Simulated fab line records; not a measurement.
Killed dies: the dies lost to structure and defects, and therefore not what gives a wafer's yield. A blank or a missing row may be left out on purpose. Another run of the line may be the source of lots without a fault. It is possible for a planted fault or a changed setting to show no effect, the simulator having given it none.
Which tool is to blame? | flow gf180mcu | 38 wafers from 13 lots sampled at 3 of the route's 602 steps

== WHAT EACH GAUGE READ, for each wafer ==
GF_V5_THK_MEAS_03. Usual: V5_CVD_02_THK typically reads 1456 nm, with standard deviation 20.
lot  | measured     | on            | V5_CVD_02_THK (nm) | flag
L120 | day 26 00:52 | film_metro-03 | 1461 1466 1490     |
L121 | day 26 14:46 | film_metro-01 | 1437 1482 1507     |
L123 | day 27 01:21 | film_metro-01 | 1420 1416 1437     |
L122 | day 27 06:12 | film_metro-04 | 1428 1452 1475     |
L124 | day 27 08:02 | film_metro-01 | 1459 1480 1474     |
L131 | day 29 20:08 | film_metro-03 | 1457 1448 1466     |
L132 | day 30 04:31 | film_metro-01 | 1452 1456          |
L135 | day 30 18:44 | film_metro-03 | 1456 1471 1473     |
L137 | day 31 12:31 | film_metro-01 | 1451 1474 1446     |
L138 | day 31 16:43 | film_metro-04 | 1452 1468 1506     |
L139 | day 31 20:08 | film_metro-03 | 1454 1463 1494     |
L141 | day 32 13:28 | film_metro-03 | 1450 1443 1476     |
L142 | day 32 20:06 | film_metro-01 | 1461 1441 1450     |

GF_V5_BOW_MEAS_05. Usual: V5_BOW typically reads 133 um, with standard deviation 11.
lot  | measured     | on            | V5_BOW (um) | flag
L120 | day 26 01:14 | film_metro-04 | 130 124 138 |
L121 | day 26 15:09 | film_metro-01 | 132 133 137 |
L123 | day 27 01:43 | film_metro-03 | 128 145 137 |
L122 | day 27 06:35 | film_metro-01 | 125 134 137 |
L124 | day 27 08:25 | film_metro-04 | 153 140 152 |
L131 | day 29 20:31 | film_metro-03 | 122 134 124 |
L132 | day 30 04:52 | film_metro-03 | 149 161     |
L135 | day 30 19:07 | film_metro-03 | 138 147 136 |
L137 | day 31 12:52 | film_metro-04 | 121 116 126 |
L138 | day 31 17:05 | film_metro-04 | 130 140 123 |
L139 | day 31 20:31 | film_metro-03 | 134 133 124 |
L141 | day 32 13:50 | film_metro-01 | 128 124 127 |
L142 | day 32 20:28 | film_metro-01 | 118 127 124 |

== EACH LOT AND THE TOOL THAT RAN IT (in order: tool; ch and the chambers of the sampled wafers; start) ==
lot  | GF_V5_CMP_04
L120 | cmp-01 ch 1,2, day 26 00:59
L121 | cmp-01 ch 0,3, day 26 14:49
L123 | cmp-01 ch 0,1,2, day 27 01:25
L122 | cmp-02 ch 0,2, day 27 06:19
L124 | cmp-01 ch 1,2,3, day 27 08:08
L131 | cmp-02 ch 0,2,3, day 29 20:15
L132 | cmp-02 ch 1,3, day 30 04:34
L135 | cmp-01 ch 0,1,3, day 30 18:50
L137 | cmp-01 ch 0,1,3, day 31 12:34
L138 | cmp-01 ch 2,3, day 31 16:46
L139 | cmp-01 ch 1,3, day 31 20:13
L141 | cmp-01 ch 0,1, day 32 13:32
L142 | cmp-01 ch 0,2,3, day 32 20:09
- GF_V5_CMP_04: polishes SiO2.

== WHAT THE TOOLS THEMSELVES READ (means of the sampled wafers that have a number; where no wafer has one, the mark that the record gives instead) ==
GF_V5_CMP_04. Usual: 12.0 A for motor_current_A, sd 1.3.
lot  | tool   | motor_current_A (A) | flag
L120 | cmp-01 | 11.4                |
L121 | cmp-01 | 13.1                |
L123 | cmp-01 | 12.1                |
L122 | cmp-02 | 12.7                |
L124 | cmp-01 | 12.0                |
L131 | cmp-02 | 11.8                |
L132 | cmp-02 | 11.2                |
L135 | cmp-01 | 11.8                |
L137 | cmp-01 | 12.1                |
L138 | cmp-01 | 12.8                |
L139 | cmp-01 | 11.0                |
L141 | cmp-01 | 12.0                |
L142 | cmp-01 | 13.0                |

== THE ANSWER, worked out from the rows above alone ==
Rule: a lot counts as off when the mean over its wafers that have a number is more than 3 standard deviations away from the usual mean. A lot without any number at a reading at which 4 lots or more have one is off too. All remaining lots with rows at the step are treated as sound. Order of review: gauges by route order, followed by the tools' own readings, for which a lot's mean as printed above is used. The first step at which some lot is off is used, and at that step the reading that is off furthest; a lot without a number counts as furthest.
No lot is off at any reading shown: from this, nothing can be told.

== WHAT WAS PUT IN BY THE SIMULATOR ==
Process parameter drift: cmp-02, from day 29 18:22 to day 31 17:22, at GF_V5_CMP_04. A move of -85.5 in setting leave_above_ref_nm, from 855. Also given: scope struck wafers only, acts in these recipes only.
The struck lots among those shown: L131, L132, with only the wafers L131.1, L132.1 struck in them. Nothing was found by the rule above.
